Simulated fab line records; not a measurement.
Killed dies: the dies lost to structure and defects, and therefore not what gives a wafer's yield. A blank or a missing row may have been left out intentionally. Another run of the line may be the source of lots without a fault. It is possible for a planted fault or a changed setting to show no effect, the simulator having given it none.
Which tool did it? :: flow gf180mcu :: route of 602 steps, sampled at 1 step: 15 lots, 45 wafers

== WHAT EACH GAUGE READ, for each wafer ==
GF_V1_OVL_MEAS_15.
lot: L801
measured: day 18 11:45
on: overlay-01
V1_OVL (nm): 1 3 8

lot: L802
measured: day 18 17:42
on: overlay-02
V1_OVL (nm): 3 4 -1

lot: L803
measured: day 19 09:36
on: overlay-02
V1_OVL (nm): 6 -4 -6

lot: L805
measured: day 20 12:26
on: overlay-01
V1_OVL (nm): -6 12 10

lot: L806
measured: day 21 03:38
on: overlay-01
V1_OVL (nm): -6 2 -8

lot: L809
measured: day 21 21:17
on: overlay-01
V1_OVL (nm): -4 0 1

lot: L810
measured: day 22 13:05
on: overlay-01
V1_OVL (nm): 5 4 6

lot: L812
measured: day 22 22:12
on: overlay-01
V1_OVL (nm): 1 1 -7

lot: L813
measured: day 23 00:06
on: overlay-01
V1_OVL (nm): 9 -2 -1

lot: L814
measured: day 23 10:24
on: overlay-02
V1_OVL (nm): -5 -2 4

lot: L815
measured: day 23 20:05
on: overlay-01
V1_OVL (nm): 3 4 -7

lot: L818
measured: day 24 19:11
on: overlay-01
V1_OVL (nm): -5 -2 -3

lot: L821
measured: day 25 17:17
on: overlay-02
V1_OVL (nm): 3 8 3

lot: L824
measured: day 26 13:18
on: overlay-01
V1_OVL (nm): 1 3 -2

lot: L823
measured: day 26 15:59
on: overlay-01
V1_OVL (nm): -1 6 -1

== TOOL THAT RAN EACH LOT (tool first, then ch and the chambers of the sampled wafers, then the start) ==
Record: no process step prior to these readings.

== AS READ BY THE TOOLS THEMSELVES (means over the sampled wafers that have a number; for cases with no such wafer, the mark the record gives instead) ==
The record holds no such reading with a usual standard deviation.

== THE ANSWER, worked out from the rows above alone ==
Rule: usual is defined by the lots themselves. Put in order of their means at a reading, lots are off if they are a third of the lots or fewer, leave a main group of 4 or more, and stand apart from it by a gap of 3 or more times the standard deviation of the main group's means; of several such gaps the widest counts. A main group whose means are all the same, to the digits that the tables above print for the reading, isn't used. Also off: a lot with no number at a reading for which 4 or more lots have one. The other lots that the step has rows for count as sound. Order of review: gauges by route order, followed by the tools' own readings, for which a lot's mean as printed above is used. The first step at which some lot is off is used, and at that step the reading that is off furthest; a lot without a number counts as furthest.
No lot is off on any of the readings shown, so nothing can be concluded from this.

== WHAT HAD BEEN PUT IN BY THE SIMULATOR ==
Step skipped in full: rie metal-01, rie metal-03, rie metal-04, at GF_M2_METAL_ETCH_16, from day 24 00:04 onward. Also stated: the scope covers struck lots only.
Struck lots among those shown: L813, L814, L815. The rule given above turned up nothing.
